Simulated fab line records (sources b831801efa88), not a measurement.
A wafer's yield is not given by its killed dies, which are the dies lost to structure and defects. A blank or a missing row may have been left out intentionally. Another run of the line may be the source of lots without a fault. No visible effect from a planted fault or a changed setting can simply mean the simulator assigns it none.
A lot that was struck, set against a sound lot / flow sky130 / 14 steps out of a route of 708
Sound: the wafers L395.3, L395.5, L395.6. Wafers L404.2, L404.4, L404.6 were the ones struck. The cause comes at the end.
For every step that has rows: the tool of each side, followed by ch and its chambers, followed by its first start. Under that, the readings that differ: sound wafers / struck wafers / difference of the means / sigmas: that difference in standard deviations of wafers without a fault.
alike: readings whose means differ by less than 2 such deviations, and words and numbers that are the same on both sides. not compared: withheld readings, readings that some wafer has no value for, bounds like >300 that may hide the same value, and numbers for which the record gives no deviation and whose values overlap.
The two part at a step that has a row with sigmas, a row that says differs or no value, or rows on one side only. Non-overlapping numbers with no deviation appear without sigmas and do not part them. A reading missing from all wafers of one side parts the sides only when that side holds two or more wafers.

first, 1 step without rows for these wafers: SKY_SONOS_ONO_WET_ETCH_16 (etches SiO2 in dHF, target depth 14 nm, time 280 s).
SKY_SONOS_ONO_STRIP_17: strips in O2/N2.
  sound on plasma_asher-03 ch 0,1, day 14 13:42; struck on plasma_asher-03 ch 0,1, day 17 19:14
  alike: drypump_motor_current_A, oes_product_au, strip_time_to_endpoint_s
  not compared: rf_hours_counter_h
then, 3 steps without rows for these wafers: SKY_SONOS_ONO_WET_ETCH_18 (etches Si3N4 in H3PO4, target depth 15 nm, time 172 s); SKY_GATE_OXIDE_CLEAN_00 (cleans in SC1/SC2, time 150 s); SKY_GATE_OXIDE_OXIDATION_01 (stabilise 600 s, purge 300 s, target thk 10.268 nm).
SKY_GATE_OXIDE_THK_MEAS_02:
  struck on film_metro-01, day 17 21:23; sound on film_metro-04, day 14 16:04
  alike: GATE_OXIDE_OXIDATION_00_THK
then, 6 steps without rows for these wafers: SKY_GATE_OXIDE_DEHYDRATE_03 (time 60 s); SKY_GATE_OXIDE_HMDS_04 (prime time 60 s); SKY_GATE_OXIDE_COAT_05 (resist thk 1140 nm); SKY_GATE_OXIDE_SOFTBAKE_06 (time 60 s); SKY_GATE_OXIDE_EXPOSE_07 (exposes mask LVOM, target cd 600 nm); SKY_GATE_OXIDE_PEB_08.
SKY_GATE_OXIDE_DEVELOP_09: develop time 60 s.
  sound on litho_track-01 ch 0, day 15 17:54; struck on litho_track-01, day 18 22:46
  no value came back on the struck wafers for chill_plate_temp_C (C), develop_time_s (s); on the sound wafers chill_plate_temp_C (C) reads 23.03 23.05 23.11
SKY_GATE_OXIDE_OVL_MEAS_10:
  struck on overlay-02, day 18 22:54; sound on overlay-02, day 15 18:01
reading=GATE_OXIDE_OVL (nm); sound=0.3 -0.7 0.3; struck=- - -; difference=no value on the struck wafers; sigmas=

== WHERE THEY PART ==
First at SKY_GATE_OXIDE_DEVELOP_09; last, within this record, at SKY_GATE_OXIDE_OVL_MEAS_10.

WHY: whatever the simulator had introduced
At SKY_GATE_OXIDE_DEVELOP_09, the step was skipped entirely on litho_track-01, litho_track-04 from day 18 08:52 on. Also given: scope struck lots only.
